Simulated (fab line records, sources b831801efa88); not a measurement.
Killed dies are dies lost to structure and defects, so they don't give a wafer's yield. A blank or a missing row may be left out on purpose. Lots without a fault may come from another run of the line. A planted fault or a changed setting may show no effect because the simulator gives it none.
Chamber matching | flow gf180mcu | GF_HV_LDD_ETCHBACK_58 on rie_diel-02: 4 sister chambers
The step etches Si3N4 in CH3F/O2, stops on SiO2, time 100 s, target depth 90 nm. 8 wafers are shown with their chamber, then 6 later ones without.

WAFERS WITH THEIR CHAMBER
wafer  | chamber | drypump_motor_current_A (A) | throttle_valve_pct (%)
L691.5 | 2       | 5.72                        | 10.566
L692.5 | 2       | 5.74                        | 10.559
L695.4 | 1       | 5.93                        | 10.552
L696.1 | 3       | 5.61                        | 10.542
L696.3 | 0       | 6.04                        | 10.557
L696.5 | 1       | 5.96                        | 10.553
L698.3 | 3       | 5.61                        | 10.575
L698.5 | 0       | 6.04                        | 10.566

WAFERS WITHOUT THEIR CHAMBER
wafer  | drypump_motor_current_A (A) | throttle_valve_pct (%)
L705.4 | 6.06                        | 10.547
L705.5 | 5.94                        | 10.548
L705.6 | 5.72                        | 10.543
L713.1 | 5.95                        | 10.568
L713.3 | 6.09                        | 10.564
L713.6 | 5.61                        | 10.567

WHICH CHAMBER EACH WENT THROUGH
wafer  | from the rows above | in truth
L705.4 | 0                   | 0
L705.5 | 1                   | 1
L705.6 | 2                   | 2
L713.1 | 1                   | 1
L713.3 | 0                   | 0
L713.6 | 3                   | 3
Placed correctly: 6 of 6. Can't be placed from these rows: 0. Placed wrongly: 0.
How it was worked out, from the rows above alone: a wafer's distance from a chamber is the root of the sum, over the readings, of the square of ((its reading less the chamber's mean) divided by the reading's scatter). The wafer belongs to the nearest chamber; if the next one is less than 2 further off, it can't be placed. A chamber's mean is the mean of its shown wafers. The scatter: the root of (the sum of the squares of (reading less its chamber's mean) over the shown wafers, divided by (wafers less chambers)).
